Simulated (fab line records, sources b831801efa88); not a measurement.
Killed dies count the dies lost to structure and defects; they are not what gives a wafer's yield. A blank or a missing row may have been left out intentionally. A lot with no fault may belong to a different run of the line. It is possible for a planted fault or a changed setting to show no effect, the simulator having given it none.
fab line records ; flow gf180mcu
record lots=5; wafers=15; lastDay=32
route steps=602 shown HV_LDD@190
lots that met no fault: from a run of the same line without faults
startH: hours from the record's first day to the start of the lot's first wafer shown ; waitH: how many hours have passed since the lot's step before this one ; " unchanged from the row above ; L1.1+2: a single row standing in for several wafers ; - no value, or no start was given ; * or withheld: withheld ; < > ~ a bound
route shown NAME@n: a module of which the file shows steps, and the number in the route of the first ; usual: the fault-free wafers' mean and standard deviation ; same: alike in all rows ; chamber/n: place in a boat ; sites: readings site by site ; _std_site: their standard deviation ; _edge_site: inner sites' mean taken away from outer sites' mean ; radiusMm: for every site, how far away it sits from the centre of the wafer ; mask NAME#n: copy n ; behind: the last tool/chamber to shape the wafer ; hold: what put the lot on hold/how long, in hours/how the hold closed ; device: transistor that didn't switch, given as n, p or np ; end of line: tests run on the same wafers once the route is complete ; where a step has no rows: the recipe by itself ; killed: dies that structure and defects cost at the first sort, which is not the same as the wafer's yield ; map: shows each die of a wafer: x if killed, . if not, _ if none is there
set.NAME: the setting as run; set.NAME@STEP: as run at that earlier step ; model.NAME: the simulator's own value behind a step, which no gauge read
lots at some steps of the route; a table a step, a row a wafer
services: when a tool's chamber went out of use (startH, in hours from the record's first day, below 0 if earlier), for how many hours, and the reason
## steps
# step GF_HV_LDD_COAT_14
# recipe resist=NOVOLAK; spinRpm=3000; resistThkNm=1000
# usual dispensePressureKPa=47/6.4
lot.wafer;tool;chamber;startH;waitH;dispensePressureKPa
L074.1;lithoTrack-04;0;224.72;0.1;43
L074.2;lithoTrack-04;0;224.72;0.1;43
L074.5;lithoTrack-04;0;224.72;0.1;43
L078.2;lithoTrack-02;0;254.37;0.1;54
L078.3;lithoTrack-02;0;254.37;0.1;54
L078.6;lithoTrack-02;0;254.37;0.1;54
L080.2;lithoTrack-02;0;270.77;0.1;54
L080.3;lithoTrack-02;0;270.77;0.1;54
L080.5;lithoTrack-02;0;270.77;0.1;54
L082.1;lithoTrack-03;0;284.58;0.1;41
L082.2;lithoTrack-03;0;284.58;0.1;41
L082.6;lithoTrack-03;0;284.58;0.1;41
L086.1;lithoTrack-03;0;314.23;0.1;41
L086.4;lithoTrack-03;0;314.23;0.1;41
L086.6;lithoTrack-03;0;314.23;0.1;41
# step GF_HV_LDD_SOFTBAKE_15
# recipe tempC=90; timeS=60; resist=NOVOLAK
lot.wafer;tool;chamber;startH;waitH
L074.1+2+5;lithoTrack-04;0;224.87;0.1
L078.2+3+6;lithoTrack-02;0;254.52;0.1
L080.2+3+5;lithoTrack-02;0;270.92;0.1
L082.1+2+6;lithoTrack-03;0;284.73;0.1
L086.1+4+6;lithoTrack-03;0;314.38;0.1
# step GF_HV_LDD_EXPOSE_16
# recipe maskId=Pplus_LV_AREA; targetCdNm=400; na=0.6; sourceShape=conventional; sigmaOuter=0.6; doseMj=140
lot.wafer;tool;chamber;startH;waitH;mask
L074.1+2+5;ilineStepper-01;0;-;-;Pplus_LV_AREA#0
L078.2+3+6;ilineStepper-02;0;-;-;Pplus_LV_AREA#0
L080.2+3+5;ilineStepper-02;0;-;-;Pplus_LV_AREA#0
L082.1+2+6;ilineStepper-01;0;-;-;Pplus_LV_AREA#0
L086.1+4+6;ilineStepper-02;0;-;-;Pplus_LV_AREA#0
# step GF_HV_LDD_PEB_17
# recipe tempC=withheld; timeS=*; resist=NOVOLAK
lot.wafer;tool;chamber;startH;waitH
L074.1+2+5;lithoTrack-04;0;-;-
L078.2+3+6;lithoTrack-03;0;-;-
L080.2+3+5;lithoTrack-03;0;-;-
L082.1+2+6;lithoTrack-03;0;-;-
L086.1+4+6;lithoTrack-03;0;-;-
# step GF_HV_LDD_DEVELOP_18
# recipe developTimeS=60; devTempC=23
lot.wafer;tool;chamber;startH;waitH
L074.1+2+5;lithoTrack-04;0;233.72;0.1
L078.2+3+6;lithoTrack-03;0;264.10;0.1
L080.2+3+5;lithoTrack-03;0;280.80;0.1
L082.1+2+6;lithoTrack-03;0;294.78;0.1
L086.1+4+6;lithoTrack-03;0;324.23;0.1
# step GF_HV_LDD_CD_MEAS_19
# recipe targetCdNm=400
# usual cdNm=399.2/3
lot.wafer;tool;chamber;startH;waitH;cdNm
L074.1;cdSem-01;-;233.87;0.1;402.0
L074.2;cdSem-01;-;233.87;0.1;401.1
L074.5;cdSem-01;-;233.87;0.1;403.4
L078.2;cdSem-01;-;264.25;0.1;398.0
L078.3;cdSem-01;-;264.25;0.1;399.2
L078.6;cdSem-01;-;264.25;0.1;399.6
L080.2;cdSem-02;-;280.95;0.1;403.0
L080.3;cdSem-02;-;280.95;0.1;404.5
L080.5;cdSem-02;-;280.95;0.1;402.9
L082.1;cdSem-02;-;294.93;0.1;398.1
L082.2;cdSem-02;-;294.93;0.1;400.3
L082.6;cdSem-02;-;294.93;0.1;400.7
L086.1;cdSem-01;-;324.38;0.1;399.2
L086.4;cdSem-01;-;324.38;0.1;403.3
L086.6;cdSem-01;-;324.38;0.1;402.0
# step GF_HV_LDD_OVL_MEAS_20
# usual HV_LDD_01_OVL=-0.4/1.4
lot.wafer;tool;chamber;startH;waitH;HV_LDD_01_OVL[nm]
L074.1;overlay-02;-;233.99;0.1;0.7
L074.2;overlay-02;-;233.99;0.1;0.9
L074.5;overlay-02;-;233.99;0.1;1.4
L078.2;overlay-02;-;264.35;0.1;-1.6
L078.3;overlay-02;-;264.35;0.1;-0.8
L078.6;overlay-02;-;264.35;0.1;-2.1
L080.2;overlay-01;-;281.05;0.1;2.0
L080.3;overlay-01;-;281.05;0.1;0.8
L080.5;overlay-01;-;281.05;0.1;-0.4
L082.1;overlay-02;-;295.05;0.1;-1.3
L082.2;overlay-02;-;295.05;0.1;-0.5
L082.6;overlay-02;-;295.05;0.1;-1.7
L086.1;overlay-02;-;324.50;0.1;-2.0
L086.4;overlay-02;-;324.50;0.1;-0.4
L086.6;overlay-02;-;324.50;0.1;-0.7
# step GF_HV_LDD_IMPLANT_21
# recipe species=BF2; energyKev=25; doseCm2=5e+13; tiltDeg=7
# usual endStationPressureTorr=5.2e-06/2.5e-07
lot.wafer;tool;chamber;startH;waitH;endStationPressureTorr
L074.1;implanter-02;0;234.03;0.0;5.36e-06
L074.2;implanter-02;0;234.03;0.0;5.61e-06
L074.5;implanter-02;0;234.03;0.0;4.94e-06
L078.2;implanter-04;0;264.41;0.0;5.22e-06
L078.3;implanter-04;0;264.41;0.0;5e-06
L078.6;implanter-04;0;264.41;0.0;5.1e-06
L080.2;implanter-02;0;281.11;0.0;5.24e-06
L080.3;implanter-02;0;281.11;0.0;5.27e-06
L080.5;implanter-02;0;281.11;0.0;5.42e-06
L082.1;implanter-02;0;295.08;0.0;5.43e-06
L082.2;implanter-02;0;295.08;0.0;5.33e-06
L082.6;implanter-02;0;295.08;0.0;5.06e-06
L086.1;implanter-02;0;324.53;0.0;5.34e-06
L086.4;implanter-02;0;324.53;0.0;5.21e-06
L086.6;implanter-02;0;324.53;0.0;4.68e-06
# step GF_HV_LDD_STRIP_22
# recipe chemistry=O2/N2; powerW=1400; pressureMtorr=1500; platenTempC=250; o2FlowSccm=3000; n2FlowSccm=300; overashFraction=0.5
# usual drypumpMotorCurrentA=5.7/0.33; heaterPowerW=355/58; oesProductAu=0.716/0.0046; stripTimeToEndpointS=12.65/0.041
lot.wafer;tool;chamber;startH;waitH;drypumpMotorCurrentA;heaterPowerW;oesProductAu;rfHoursCounterH;stripTimeToEndpointS
L074.1;plasmaAsher-02;1;234.18;0.1;5.3;327;0.712;61;12.58
L074.2;plasmaAsher-02;0;234.18;0.1;6.0;299;0.712;61;12.57
L074.5;plasmaAsher-02;0;234.18;0.1;6.0;310;0.716;-;12.57
L078.2;plasmaAsher-04;0;264.53;0.1;5.7;319;0.713;16;12.60
L078.3;plasmaAsher-04;1;264.53;0.1;5.4;382;0.718;-;12.58
L078.6;plasmaAsher-04;0;264.53;0.1;5.7;309;0.719;-;12.62
L080.2;plasmaAsher-02;0;281.23;0.1;6.0;307;0.713;66;12.66
L080.3;plasmaAsher-02;1;281.23;0.1;5.3;317;0.712;-;12.69
L080.5;plasmaAsher-02;0;281.23;0.1;6.0;303;0.710;-;12.73
L082.1;plasmaAsher-02;1;295.23;0.1;5.3;335;0.715;67;12.65
L082.2;plasmaAsher-02;0;295.23;0.1;6.0;300;0.721;67;12.64
L082.6;plasmaAsher-02;0;295.23;0.1;6.0;299;0.721;-;12.66
L086.1;plasmaAsher-04;0;324.68;0.1;5.7;320;0.715;22;12.69
L086.4;plasmaAsher-04;0;324.68;0.1;5.6;317;0.720;-;12.68
L086.6;plasmaAsher-04;0;324.68;0.1;5.6;322;0.713;-;12.73
# step GF_HV_LDD_TW_MEAS_23
# usual HV_LDD_2_TW=1065/5
lot.wafer;tool;chamber;startH;waitH;HV_LDD_2_TW
L074.1;filmMetro-03;-;234.33;0.1;1067
L074.2;filmMetro-03;-;234.33;0.1;1066
L074.5;filmMetro-03;-;234.33;0.1;1065
L078.2;filmMetro-03;-;264.64;0.1;1060
L078.3;filmMetro-03;-;264.64;0.1;1063
L078.6;filmMetro-03;-;264.64;0.1;1066
L080.2;filmMetro-03;-;281.34;0.1;1062
L080.3;filmMetro-03;-;281.34;0.1;1063
L080.5;filmMetro-03;-;281.34;0.1;1064
L082.1;filmMetro-03;-;295.33;0.1;1070
L082.2;filmMetro-03;-;295.33;0.1;1067
L082.6;filmMetro-03;-;295.33;0.1;1062
L086.1;filmMetro-03;-;324.78;0.1;1066
L086.4;filmMetro-03;-;324.78;0.1;1075
L086.6;filmMetro-03;-;324.78;0.1;1065
# step GF_HV_LDD_DEHYDRATE_24
# recipe tempC=200; timeS=60
lot.wafer;tool;chamber;startH;waitH
L074.1+2+5;lithoTrack-03;0;242.63;8.3
L078.2+3+6;lithoTrack-04;0;273.45;8.8
L080.2+3+5;lithoTrack-04;0;290.70;9.3
L082.1+2+6;lithoTrack-04;0;304.77;9.4
L086.1+4+6;lithoTrack-04;0;334.47;9.7
## services
tool;chamber;startH;hours;kind
plasmaAsher-02;-;206.50;3.3;repair
ilineStepper-02;-;284.83;1.1;repair
ilineStepper-02;-;286.56;4.4;pm
ilineStepper-02;-;294.11;1.7;pm
plasmaAsher-02;-;295.64;3.0;repair
ilineStepper-01;-;312.39;1.2;repair
implanter-02;-;313.05;7.0;repair
plasmaAsher-04;-;316.61;6.9;repair
## key
fault none
